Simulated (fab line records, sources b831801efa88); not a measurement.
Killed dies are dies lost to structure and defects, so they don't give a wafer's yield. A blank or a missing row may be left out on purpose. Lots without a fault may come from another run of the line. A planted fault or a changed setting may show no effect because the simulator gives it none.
Which tool did it? | flow sky130 | 14 lots, 42 wafers sampled, at 5 steps of a route of 708

WHAT THE GAUGES READ, wafer by wafer
SKY_NWELL_RS_MEAS_31: measures by four-point-probe.
lot  | measured     | on            | PWDE_RS (ohm/sq)
L421 | day 5 09:55  | film_metro-04 | 5265 5280 5289
L423 | day 5 19:37  | film_metro-03 | 5286 5315 5303
L426 | day 6 14:28  | film_metro-04 | 5266 5264 5263
L427 | day 6 22:03  | film_metro-03 | 5256 5245 5245
L428 | day 7 09:05  | film_metro-04 | 5305 5292 5307
L430 | day 7 12:55  | film_metro-01 | 5303 5292 5279
L431 | day 7 19:04  | film_metro-01 | 5286 5278 5299
L432 | day 8 04:47  | film_metro-01 | 5246 5250 5252
L433 | day 8 13:02  | film_metro-04 | 5234 5252 5242
L435 | day 9 04:58  | film_metro-01 | 5298 5286 5286
L436 | day 9 09:52  | film_metro-03 | 5248 5237 5235
L440 | day 10 07:37 | film_metro-04 | 5271 5251 5260
L443 | day 11 01:26 | film_metro-04 | 5242 5234 5227
L444 | day 11 06:41 | film_metro-01 | 5284 5270 5269

SKY_VT_ADJUST_HVTP_TW_MEAS_11.
lot  | measured     | on            | VT_ADJUST_HVTP_TW
L421 | day 6 03:11  | film_metro-04 | 1349 1349 1349
L423 | day 6 14:35  | film_metro-04 | 1347 1352 1347
L426 | day 7 09:39  | film_metro-02 | 1343 1345 1341
L427 | day 7 17:57  | film_metro-01 | 1327 1328 1327
L428 | day 8 04:41  | film_metro-02 | 1344 1353 1346
L430 | day 8 09:15  | film_metro-04 | 1367 1355 1357
L431 | day 8 15:22  | film_metro-01 | 1312 1322 1320
L432 | day 9 02:35  | film_metro-01 | 1322 1313 1324
L433 | day 9 10:09  | film_metro-02 | 1355 1355 1347
L435 | day 10 02:59 | film_metro-02 | 1344 1339 1344
L436 | day 10 08:09 | film_metro-04 | 1365 1360 1367
L440 | day 11 06:55 | film_metro-02 | 1337 1337 1348
L443 | day 12 00:53 | film_metro-04 | 30 30 30
L444 | day 12 07:13 | film_metro-04 | 30 30 30

WHICH TOOL RAN EACH LOT (tool, then ch and the chambers of the sampled wafers, then the start)
lot  | SKY_NWELL_STRIP_25                   | SKY_NWELL_RTA_28                 | SKY_VT_ADJUST_HVTP_STRIP_10
L421 | plasma_asher-02 ch 0,1, day 5 09:22  | rtp_anneal-01 ch 0, day 5 09:35  | plasma_asher-04 ch 0,1, day 6 03:05
L423 | plasma_asher-02 ch 0,1, day 5 19:04  | rtp_anneal-02 ch 0, day 5 19:17  | plasma_asher-04 ch 0,1, day 6 14:29
L426 | plasma_asher-04 ch 0,1, day 6 13:54  | rtp_anneal-01 ch 0, day 6 14:07  | plasma_asher-01 ch 0,1, day 7 09:34
L427 | plasma_asher-03 ch 0,1, day 6 21:25  | rtp_anneal-02 ch 0, day 6 21:43  | plasma_asher-01 ch 0,1, day 7 17:50
L428 | plasma_asher-04 ch 0,1, day 7 08:32  | rtp_anneal-01 ch 0, day 7 08:45  | plasma_asher-04 ch 0,1, day 8 04:35
L430 | plasma_asher-04 ch 0,1, day 7 12:21  | rtp_anneal-02 ch 0, day 7 12:34  | plasma_asher-04 ch 0,1, day 8 09:10
L431 | plasma_asher-02 ch 0,1, day 7 18:30  | rtp_anneal-01 ch 0, day 7 18:43  | plasma_asher-01 ch 0,1, day 8 15:16
L432 | plasma_asher-03 ch 1, day 8 04:14    | rtp_anneal-01 ch 0, day 8 04:27  | plasma_asher-02 ch 0,1, day 9 02:29
L433 | plasma_asher-04 ch 0,1, day 8 12:28  | rtp_anneal-02 ch 0, day 8 12:41  | plasma_asher-01 ch 0,1, day 9 10:04
L435 | plasma_asher-04 ch 0,1, day 9 04:25  | rtp_anneal-01 ch 0, day 9 04:37  | plasma_asher-02 ch 0,1, day 10 02:53
L436 | plasma_asher-03 ch 0,1, day 9 09:18  | rtp_anneal-01 ch 0, day 9 09:31  | plasma_asher-04 ch 0,1, day 10 08:04
L440 | plasma_asher-03 ch 0,1, day 10 07:02 | rtp_anneal-02 ch 0, day 10 07:16 | plasma_asher-04 ch 0,1, day 11 06:48
L443 | plasma_asher-02 ch 0,1, day 11 00:53 | rtp_anneal-01 ch 0, day 11 01:06 | plasma_asher-02 ch 0,1, day 12 00:47
L444 | plasma_asher-02 ch 0,1, day 11 06:07 | rtp_anneal-02 ch 0, day 11 06:20 | plasma_asher-01 ch 0,1, day 12 07:07
- SKY_NWELL_STRIP_25: strips in O2/N2.
- SKY_NWELL_RTA_28: time 30 s.
- SKY_VT_ADJUST_HVTP_STRIP_10: strips in O2/N2.

WHAT THE TOOLS THEMSELVES READ (means of the sampled wafers that have a number; where no wafer has one, the mark that the record gives instead)
SKY_NWELL_STRIP_25.
lot  | tool            | chamber_pressure_mTorr (mTorr) | drypump_motor_current_A (A) | n2_flow_sccm (sccm) | oes_product_au (a.u.) | strip_time_to_endpoint_s (s)
L421 | plasma_asher-02 | 1500.1                         | 6.0                         | 300.0               | 0.723                 | 36.97
L423 | plasma_asher-02 | 1499.7                         | 6.0                         | 299.5               | 0.722                 | 36.99
L426 | plasma_asher-04 | 1500.2                         | 5.7                         | 299.0               | 0.723                 | 36.98
L427 | plasma_asher-03 | 1501.0                         | 5.3                         | 300.4               | 0.718                 | 36.89
L428 | plasma_asher-04 | 1499.5                         | 6.0                         | 299.1               | 0.718                 | 37.03
L430 | plasma_asher-04 | 1500.8                         | 6.0                         | 298.9               | 0.721                 | 36.95
L431 | plasma_asher-02 | 1500.2                         | 5.6                         | 300.7               | 0.719                 | 36.88
L432 | plasma_asher-03 | 1500.1                         | 5.1                         | 299.9               | 0.721                 | 36.80
L433 | plasma_asher-04 | 1499.6                         | 5.7                         | 299.1               | 0.723                 | 37.09
L435 | plasma_asher-04 | 1498.9                         | 5.7                         | 300.2               | 0.722                 | 36.96
L436 | plasma_asher-03 | 1500.9                         | 5.3                         | 299.9               | 0.721                 | 36.69
L440 | plasma_asher-03 | 1499.7                         | 5.3                         | 299.7               | 0.720                 | 36.87
L443 | plasma_asher-02 | -                              | -                           | -                   | -                     | -
L444 | plasma_asher-02 | -                              | -                           | -                   | -                     | -

SKY_NWELL_RTA_28.
lot  | tool          | chamber_o2_ppm | lamp_power_pct (%) | wafer_temp_C_max
L421 | rtp_anneal-01 | 2.019          | 25.31              | 1055.2
L423 | rtp_anneal-02 | 1.999          | 25.31              | 1055.2
L426 | rtp_anneal-01 | 2.003          | 25.34              | 1055.2
L427 | rtp_anneal-02 | 2.028          | 25.33              | 1055.0
L428 | rtp_anneal-01 | 2.024          | 25.25              | 1055.5
L430 | rtp_anneal-02 | 2.000          | 25.30              | 1054.2
L431 | rtp_anneal-01 | 2.016          | 25.31              | 1053.9
L432 | rtp_anneal-01 | 2.007          | 25.29              | 1055.3
L433 | rtp_anneal-02 | 2.003          | 25.33              | 1055.3
L435 | rtp_anneal-01 | 2.011          | 25.29              | 1055.1
L436 | rtp_anneal-01 | 1.976          | 25.30              | 1055.2
L440 | rtp_anneal-02 | 2.003          | 25.25              | 1054.3
L443 | rtp_anneal-01 | 2.005          | 25.34              | 1054.3
L444 | rtp_anneal-02 | 1.973          | 25.27              | 1054.4

SKY_VT_ADJUST_HVTP_STRIP_10.
lot  | tool            | chamber_pressure_mTorr (mTorr) | drypump_motor_current_A (A) | n2_flow_sccm (sccm) | oes_product_au (a.u.) | strip_time_to_endpoint_s (s)
L421 | plasma_asher-04 | 1499.7                         | 6.0                         | 300.1               | 0.718                 | 14.15
L423 | plasma_asher-04 | 1500.0                         | 5.7                         | 300.3               | 0.716                 | 14.17
L426 | plasma_asher-01 | 1499.5                         | 5.6                         | 300.8               | 0.716                 | 14.25
L427 | plasma_asher-01 | 1501.2                         | 5.9                         | 300.9               | 0.718                 | 14.15
L428 | plasma_asher-04 | 1500.8                         | 5.7                         | 300.2               | 0.714                 | 14.20
L430 | plasma_asher-04 | 1500.0                         | 5.7                         | 299.6               | 0.718                 | 14.18
L431 | plasma_asher-01 | 1499.6                         | 5.9                         | 300.6               | 0.716                 | 14.14
L432 | plasma_asher-02 | 1502.1                         | 5.7                         | 298.9               | 0.712                 | 14.23
L433 | plasma_asher-01 | 1499.8                         | 5.9                         | 298.6               | 0.714                 | 14.21
L435 | plasma_asher-02 | 1501.0                         | 5.6                         | 300.5               | 0.718                 | 14.15
L436 | plasma_asher-04 | 1501.5                         | 5.7                         | 299.9               | 0.719                 | 14.25
L440 | plasma_asher-04 | 1499.3                         | 6.0                         | 300.0               | 0.714                 | 14.17
L443 | plasma_asher-02 | 1499.6                         | 5.7                         | 300.4               | 0.729                 | 58.54
L444 | plasma_asher-01 | 1499.3                         | 5.6                         | 300.1               | 0.725                 | 58.51

THE ANSWER, worked out from the rows above alone
Rule: what is usual is taken from the lots themselves. Put in order of their means at a reading, lots are off if they are a third of the lots or fewer, leave a main group of 4 or more, and stand apart from it by a gap of 3 or more times the standard deviation of the main group's means; of several such gaps the widest counts. A main group whose means are all the same, to the digits that the tables above print for the reading, isn't used. A lot without any number at a reading at which 4 lots or more have one is off too. The other lots that the step has rows for count as sound. The gauges are gone through in route order, then the tools' own readings, and for those a lot's mean is taken as printed above. The first step at which some lot is off is used, and at that step the reading that is off furthest; a lot without a number counts as furthest.
Off: L443, L444, at SKY_VT_ADJUST_HVTP_TW_MEAS_11 (VT_ADJUST_HVTP_TW). The main group: mean 1343, standard deviation 14.
A tool fits if, at a process step before that reading, it ran every lot that is off, and no sound lot after the first of them. The gauges at SKY_VT_ADJUST_HVTP_TW_MEAS_11 aren't tried: what is off there is off at SKY_NWELL_STRIP_25 too, on other tools, and a gauge's error can't cause that. One fits: plasma_asher-02 at SKY_NWELL_STRIP_25. Its last sound lot is L431 (day 7 18:30), its first lot that is off L443 (day 11 00:53): a fault that began between those two fits.
Blank at SKY_NWELL_STRIP_25 on the lots that are off, where sound lots have numbers: chamber_pressure_mTorr, drypump_motor_current_A, n2_flow_sccm, oes_product_au, strip_time_to_endpoint_s.

WHAT THE SIMULATOR HAD PUT IN
Skipped step whole: plasma_asher-02, from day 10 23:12 on, at SKY_NWELL_STRIP_25. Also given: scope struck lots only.
Lots struck among those shown: L443, L444. The rule above found the same.
